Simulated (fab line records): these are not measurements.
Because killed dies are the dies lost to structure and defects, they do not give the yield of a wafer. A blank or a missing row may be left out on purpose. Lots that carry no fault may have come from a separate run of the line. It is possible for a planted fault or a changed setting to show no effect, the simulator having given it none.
fab line records	flow sky130
record: lots: 10	wafers: 30	lastDay: 50
route steps=708 shown SD_N@351 METAL1@451 VIA1@480
lots untouched by any fault: they come from a run of this same line in which no faults occurred
startH: the number of hours between the record's first day and the start of the first shown wafer of the lot	waitH: hours from the lot's prior step to this one	" unchanged from the row above	L1.1+2: several wafers, shown together as one row	- either no value or no given start	* or withheld: withheld	< > ~ a bound
route shown NAME@n: NAME is a module with steps in the file, n the number in the route of the first one	usual: mean and standard deviation over wafers with no fault	same: alike in all rows	chamber/n: place in a boat	sites: readings site by site	_std_site: the values' standard deviation	_edge_site: inner sites' mean taken away from outer sites' mean	radiusMm: for every site, how far away it sits from the centre of the wafer	mask NAME#n: copy n	behind: the last tool/chamber to shape the wafer	hold: why the lot was held/for how many hours/how that ended	device: names the non-switching transistor (n, p or np)	end of line: the route-end tests of the same wafers	step lacking rows: just its recipe	killed: the dies lost at the first sort to structure and to defects; this is not the yield of the wafer	map: the dies of a wafer, with x for killed, . for not killed, _ for no die there
set.NAME: setting as actually run; set.NAME@STEP: the setting as run at that earlier step	model.NAME: the simulator's own value behind a step, which no gauge read
a sample of lots followed through the steps of the route, with each step as a table and each wafer as a row
services: the hour from which a tool's chamber was out of use, counted from the record's first day as startH (under 0 if before that day), plus the number of hours and why
== steps ==
step: SKY_SD_N_IMPLANT_09
recipe: species: As	energyKev: 50	doseCm2: 4e+15	tiltDeg: 0
usual: beamOnS: 15.5/1.3	doseIonsCm2: 4e+15/4.4e+12	endStationPressureTorr: 1.52e-05/1.4e-06	faradayCurrentUA: 14096/1200
same: implantIonAmu: 75
lot.wafer	tool	chamber	startH	waitH	beamOnS	doseIonsCm2	endStationPressureTorr	faradayCurrentUA
L943.2	implanter-04	0	656.62	0.0	14.0	4.006e+15	1.62e-05	15512
L943.3	"	0	"	"	13.9	4.002e+15	1.61e-05	15610
L943.4	"	0	"	"	13.9	4.001e+15	1.86e-05	15530
L946.1	implanter-04	0	688.42	0.0	13.6	3.99e+15	1.71e-05	15966
L946.4	"	0	"	"	14.1	3.999e+15	1.63e-05	15290
L946.6	"	0	"	"	14.1	3.997e+15	1.67e-05	15391
L947.1	implanter-03	0	698.17	0.0	17.1	4e+15	1.38e-05	12790
L947.3	"	0	"	"	16.1	3.995e+15	1.43e-05	13554
L947.6	"	0	"	"	16.1	3.996e+15	1.51e-05	13506
L949.3	implanter-01	0	698.69	0.1	16.0	3.997e+15	1.5e-05	13577
L949.5	"	0	"	"	16.3	3.992e+15	1.41e-05	13437
L949.6	"	0	"	"	16.0	3.996e+15	1.3e-05	13580
L951.1	implanter-03	0	737.92	0.0	17.3	4.003e+15	1.43e-05	12557
L951.2	"	0	"	"	16.1	4.002e+15	1.44e-05	13506
L951.3	"	0	"	"	16.5	3.998e+15	1.39e-05	13237
L956.2	implanter-04	0	781.57	0.0	10.0	1.08e+15	1.01e-05	5998
L956.4	"	0	"	"	10.1	1.082e+15	9.6e-06	5942
L956.6	"	0	"	"	10.1	1.086e+15	9.9e-06	6003
L959.4	implanter-04	0	783.20	0.1	10.0	1.076e+15	1.03e-05	5937
L959.5	"	0	"	"	10.1	1.08e+15	9.6e-06	5942
L959.6	"	0	"	"	10.4	1.08e+15	9.7e-06	5730
L960.3	implanter-01	0	789.37	0.1	16.0	4.001e+15	1.45e-05	13680
L960.4	"	0	"	"	16.0	3.993e+15	1.37e-05	13674
L960.5	"	0	"	"	16.1	3.999e+15	1.48e-05	13547
L963.3	implanter-03	0	809.67	0.1	16.8	4.005e+15	1.36e-05	13017
L963.4	"	0	"	"	16.0	4.004e+15	1.29e-05	13553
L963.6	"	0	"	"	16.2	4.006e+15	1.39e-05	13463
L965.2	implanter-03	0	824.74	0.0	15.8	3.999e+15	1.41e-05	13812
L965.3	"	0	"	"	16.7	4.001e+15	1.56e-05	13030
L965.5	"	0	"	"	16.4	4.002e+15	1.44e-05	13327
step: SKY_SD_N_STRIP_11
recipe: chemistry: O2/N2	powerW: 1400	pressureMtorr: 1500	platenTempC: withheld	o2FlowSccm: 3000	n2FlowSccm: 300	overashFraction: 0.5
usual: drypumpMotorCurrentA: 5.5/0.32	oesProductAu: 0.527/0.0045	stripTimeToEndpointS: 22.54/0.045
lot.wafer	tool	chamber	startH	waitH	drypumpMotorCurrentA	oesProductAu	rfHoursCounterH	stripTimeToEndpointS
L943.2	plasmaAsher-01	0	656.89	0.1	5.1	0.523	49	22.55
L943.3	"	1	"	"	5.9	0.529	-	22.46
L943.4	"	0	"	"	5.1	0.526	-	22.51
L946.1	plasmaAsher-03	1	688.72	0.1	5.4	0.525	26	22.56
L946.4	"	1	"	"	5.4	0.531	-	22.53
L946.6	"	1	"	"	5.4	0.523	-	22.60
L947.1	plasmaAsher-03	0	698.47	0.1	5.4	0.535	27	22.48
L947.3	"	0	"	"	5.4	0.540	-	22.50
L947.6	"	1	"	"	5.5	0.529	-	22.48
L949.3	plasmaAsher-04	1	698.98	0.1	5.7	0.530	-	22.56
L949.5	"	1	"	"	5.7	0.527	-	22.54
L949.6	"	0	"	"	5.6	0.531	-	22.52
L951.1	plasmaAsher-03	0	738.22	0.1	5.4	0.528	32	22.58
L951.2	"	1	"	"	5.4	0.533	32	22.60
L951.3	"	1	"	"	5.4	0.530	-	22.62
L956.2	plasmaAsher-03	1	781.84	0.1	5.4	0.599	36	18.25
L956.4	"	0	"	"	5.4	0.602	-	18.24
L956.6	"	0	"	"	5.4	0.600	-	18.28
L959.4	plasmaAsher-03	1	783.46	0.1	5.4	0.603	-	18.18
L959.5	"	1	"	"	5.4	0.600	-	18.18
L959.6	"	0	"	"	5.4	0.594	-	18.19
L960.3	plasmaAsher-01	1	789.66	0.1	5.9	0.523	-	22.52
L960.4	"	0	"	"	5.1	0.520	-	22.52
L960.5	"	1	"	"	5.9	0.525	-	22.55
L963.3	plasmaAsher-01	0	809.96	0.1	5.1	0.524	-	22.55
L963.4	"	1	"	"	5.9	0.529	-	22.56
L963.6	"	1	"	"	5.9	0.527	-	22.51
L965.2	plasmaAsher-01	0	825.01	0.1	5.0	0.532	66	22.56
L965.3	"	1	"	"	6.0	0.530	-	22.55
L965.5	"	0	"	"	5.1	0.525	-	22.58
step: SKY_SD_N_TW_MEAS_12
usual: SD_N_TW: 3970/29
lot.wafer	tool	chamber	startH	waitH	SD_N_TW
L943.2	filmMetro-03	-	657.00	0.1	4004
L943.3	"	-	"	"	4020
L943.4	"	-	"	"	3998
L946.1	filmMetro-04	-	688.82	0.1	3976
L946.4	"	-	"	"	3961
L946.6	"	-	"	"	3936
L947.1	filmMetro-02	-	698.57	0.1	3964
L947.3	"	-	"	"	3965
L947.6	"	-	"	"	3948
L949.3	filmMetro-03	-	699.06	0.1	4012
L949.5	"	-	"	"	3993
L949.6	"	-	"	"	4000
L951.1	filmMetro-02	-	738.32	0.1	3969
L951.2	"	-	"	"	3931
L951.3	"	-	"	"	3949
L956.2	filmMetro-03	-	781.95	0.1	3761
L956.4	"	-	"	"	3760
L956.6	"	-	"	"	3763
L959.4	filmMetro-02	-	783.55	0.1	3685
L959.5	"	-	"	"	3669
L959.6	"	-	"	"	3678
L960.3	filmMetro-02	-	789.74	0.1	3954
L960.4	"	-	"	"	3922
L960.5	"	-	"	"	3927
L963.3	filmMetro-02	-	810.04	0.1	3946
L963.4	"	-	"	"	3940
L963.6	"	-	"	"	3939
L965.2	filmMetro-04	-	825.12	0.1	3975
L965.3	"	-	"	"	3978
L965.5	"	-	"	"	3982
step: SKY_SD_N_RS_MEAS_16
recipe: thkMeasGauge: four-point-probe
usual: SD_N_RS: 68.62/0.11
lot.wafer	tool	chamber	startH	waitH	SD_N_RS[ohm/sq]
L943.2	filmMetro-02	-	657.30	0.1	68.63
L943.3	"	-	"	"	68.71
L943.4	"	-	"	"	68.65
L946.1	filmMetro-04	-	689.11	0.1	68.55
L946.4	"	-	"	"	68.51
L946.6	"	-	"	"	68.60
L947.1	filmMetro-04	-	698.86	0.1	68.96
L947.3	"	-	"	"	68.91
L947.6	"	-	"	"	68.84
L949.3	filmMetro-02	-	699.37	0.1	68.48
L949.5	"	-	"	"	68.61
L949.6	"	-	"	"	68.68
L951.1	filmMetro-03	-	738.61	0.1	68.39
L951.2	"	-	"	"	68.51
L951.3	"	-	"	"	68.69
L956.2	filmMetro-02	-	782.25	0.1	102.79
L956.4	"	-	"	"	103.17
L956.6	"	-	"	"	103.04
L959.4	filmMetro-04	-	783.88	0.1	103.81
L959.5	"	-	"	"	103.57
L959.6	"	-	"	"	103.34
L960.3	filmMetro-02	-	790.11	0.1	68.52
L960.4	"	-	"	"	68.53
L960.5	"	-	"	"	68.59
L963.3	filmMetro-03	-	810.35	0.1	68.56
L963.4	"	-	"	"	68.57
L963.6	"	-	"	"	68.59
L965.2	filmMetro-02	-	825.42	0.1	68.49
L965.3	"	-	"	"	68.66
L965.5	"	-	"	"	68.76
step: SKY_METAL1_DESCUM_17
recipe: chemistry: O2	sourcePowerW: 150	biasPowerW: 0	pressureMtorr: 10	tempC: 40	timeS: 8
usual: drypumpMotorCurrentA: 5.9/0.63	heBacksideLeakSccm: 3.3/0.36	oesProductAu: 1.003/0.0097
lot.wafer	tool	chamber	startH	waitH	drypumpMotorCurrentA	heBacksideLeakSccm	oesProductAu	rfHoursCounterH
L943.2	rieMetal-01	0	773.44	0.0	6.0	3.4	1.006	15
L943.3	"	0	"	"	6.0	3.5	1.009	-
L943.4	"	1	"	"	5.0	3.4	1.003	-
L946.1	rieMetal-03	0	804.62	0.0	6.4	3.1	1.001	14
L946.4	"	0	"	"	6.4	3.1	1.001	-
L946.6	"	1	"	"	6.6	3.1	1.005	-
L947.1	rieMetal-03	0	813.64	0.0	6.4	3.3	0.999	14
L947.3	"	1	"	"	6.6	3.1	1.002	-
L947.6	"	1	"	"	6.6	3.1	0.999	-
L949.3	rieMetal-02	0	813.91	0.0	5.0	3.1	0.998	-
L949.5	"	0	"	"	5.0	2.9	1.016	-
L949.6	"	0	"	"	5.0	3.2	1.008	-
L951.1	rieMetal-01	0	851.49	0.0	6.0	3.3	0.985	2
L951.2	"	0	"	"	6.0	3.2	0.990	-
L951.3	"	0	"	"	6.0	3.5	0.991	-
L956.2	rieMetal-01	1	893.02	0.0	5.0	3.3	1.012	1
L956.4	"	0	"	"	6.0	3.4	0.983	-
L956.6	"	1	"	"	5.0	3.2	1.012	-
L959.4	rieMetal-03	0	895.95	0.0	6.4	3.2	1.008	-
L959.5	"	0	"	"	6.4	3.1	1.009	-
L959.6	"	1	"	"	6.6	3.2	1.001	-
L960.3	rieMetal-01	1	901.23	0.0	5.0	5.3	1.003	-
L960.4	"	0	"	"	6.0	3.2	0.992	-
L960.5	"	1	"	"	5.0	3.3	1.002	-
L963.3	rieMetal-03	0	919.53	0.0	6.4	3.3	1.022	-
L963.4	"	1	"	"	6.6	3.3	1.011	-
L963.6	"	1	"	"	6.6	3.3	1.012	-
L965.2	rieMetal-03	1	934.77	0.0	6.6	3.1	0.999	12
L965.3	"	1	"	"	6.6	3.0	0.999	-
L965.5	"	0	"	"	6.4	3.3	1.014	-
step: SKY_VIA1_RS_MEAS_22
recipe: thkMeasGauge: four-point-probe	reads: W_of_VIA1_CVD_21+TiN_of_VIA1_SPUTTER_20
usual: VIA1_W_RS: 0.428/0.0038
lot.wafer	tool	chamber	startH	waitH	VIA1_W_RS[ohm/sq]
L943.2	filmMetro-02	-	802.25	0.1	0.431
L943.3	"	-	"	"	0.430
L943.4	"	-	"	"	0.435
L946.1	filmMetro-02	-	833.40	0.2	0.424
L946.4	"	-	"	"	0.423
L946.6	"	-	"	"	0.428
L947.1	filmMetro-04	-	842.56	0.1	0.421
L947.3	"	-	"	"	0.422
L947.6	"	-	"	"	0.429
L949.3	filmMetro-03	-	842.62	0.1	0.429
L949.5	"	-	"	"	0.423
L949.6	"	-	"	"	0.426
L951.1	filmMetro-04	-	880.27	0.1	0.424
L951.2	"	-	"	"	0.427
L951.3	"	-	"	"	0.432
L956.2	filmMetro-04	-	920.62	0.1	0.427
L956.4	"	-	"	"	0.431
L956.6	"	-	"	"	0.430
L959.4	filmMetro-02	-	922.83	0.1	0.426
L959.5	"	-	"	"	0.433
L959.6	"	-	"	"	0.427
L960.3	filmMetro-04	-	928.58	0.1	0.429
L960.4	"	-	"	"	0.434
L960.5	"	-	"	"	0.430
L963.3	filmMetro-03	-	946.31	0.1	0.426
L963.4	"	-	"	"	0.428
L963.6	"	-	"	"	0.429
L965.2	filmMetro-03	-	961.23	0.1	0.424
L965.3	"	-	"	"	0.431
L965.5	"	-	"	"	0.425
step: SKY_VIA1_THK_MEAS_23
recipe: thkMeasGauge: xrf	reads: W_of_VIA1_CVD_21
usual: VIA1_W_THK: 275/3.1
lot.wafer	tool	chamber	startH	waitH	VIA1_W_THK[nm]
L943.2	filmMetro-02	-	802.36	0.1	275
L943.3	"	-	"	"	276
L943.4	"	-	"	"	274
L946.1	filmMetro-02	-	833.52	0.1	278
L946.4	"	-	"	"	277
L946.6	"	-	"	"	276
L947.1	filmMetro-04	-	842.68	0.1	281
L947.3	"	-	"	"	280
L947.6	"	-	"	"	276
L949.3	filmMetro-03	-	842.72	0.1	275
L949.5	"	-	"	"	280
L949.6	"	-	"	"	278
L951.1	filmMetro-04	-	880.39	0.1	276
L951.2	"	-	"	"	274
L951.3	"	-	"	"	269
L956.2	filmMetro-04	-	920.73	0.1	273
L956.4	"	-	"	"	270
L956.6	"	-	"	"	270
L959.4	filmMetro-02	-	922.92	0.1	277
L959.5	"	-	"	"	273
L959.6	"	-	"	"	276
L960.3	filmMetro-04	-	928.68	0.1	273
L960.4	"	-	"	"	270
L960.5	"	-	"	"	270
L963.3	filmMetro-03	-	946.41	0.1	278
L963.4	"	-	"	"	277
L963.6	"	-	"	"	278
L965.2	filmMetro-03	-	961.34	0.1	281
L965.3	"	-	"	"	277
L965.5	"	-	"	"	280
== services ==
tool	chamber	startH	hours	kind
plasmaAsher-04	-	645.43	3.6	repair
rieMetal-02	0	648.89	11.2	repair
implanter-01	-	650.39	27.1	pm
plasmaAsher-04	-	733.75	9.0	pm
plasmaAsher-03	-	745.77	2.1	repair
implanter-04	-	749.97	7.0	repair
rieMetal-02	-	768.54	14.6	pm
plasmaAsher-04	-	777.00	2.8	pm
rieMetal-01	0	802.07	-	clean
implanter-01	-	802.32	2.2	repair
rieMetal-03	-	805.42	2.8	pm
plasmaAsher-04	-	819.08	15.6	pm
rieMetal-03	0	821.12	3.0	repair
rieMetal-03	0	848.19	-	clean
rieMetal-03	0	848.19	20.0	scheduledDown
rieMetal-03	0	848.19	20.0	ventCycle
plasmaAsher-03	-	852.45	2.8	pm
rieMetal-01	0	853.08	4.1	repair
implanter-03	-	890.63	5.8	repair
rieMetal-02	1	895.60	6.1	repair
plasmaAsher-04	-	899.67	3.3	repair
implanter-03	-	902.15	3.9	pm
rieMetal-02	-	905.03	1.4	repair
implanter-04	-	921.88	2.5	repair
== key ==
firstSign: step: SKY_SD_N_IMPLANT_09	reading: doseIonsCm2	direction: down	sigmas: 99+	usual: *	struck: *
effect: step: SKY_SD_N_IMPLANT_09	reading: faradayCurrentUA	direction: down	sigmas: 6.9	usual: 14096	struck: 5925
effect: step: SKY_SD_N_STRIP_11	reading: stripTimeToEndpointS	direction: down	sigmas: 95	usual: *	struck: *
effect: step: SKY_SD_N_TW_MEAS_12	reading: SD_N_TW	direction: down	sigmas: 8.6	usual: 3970	struck: 3719
effect: step: SKY_SD_N_RS_MEAS_16	reading: SD_N_RS	direction: up	sigmas: 99+	usual: 68.62	struck: 103.29
metAt SKY_SD_N_IMPLANT_09
struckLots L956,L959
testerLeftOut L956,L959
notActingAt SKY_METAL1_DESCUM_17,SKY_VIA1_RS_MEAS_22,SKY_VIA1_THK_MEAS_23
onsetBetween 688.42 781.57
fault: kind: processParameterDrift	tool: implanter-04	chamber: -	onsetH: 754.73	steps: SKY_SD_N_IMPLANT_09	channel: doseCm2	offset: *	shape: step	endH: 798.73	actsIn: *	stated: *
testerLeftOut: of these lots the tester's yield and bins aren't shown, on N5 and GAA mostly nor the transistor test; their killed dies are dies lost to structure and defects alone, not to doping, threshold or leakage, so they don't give the yield
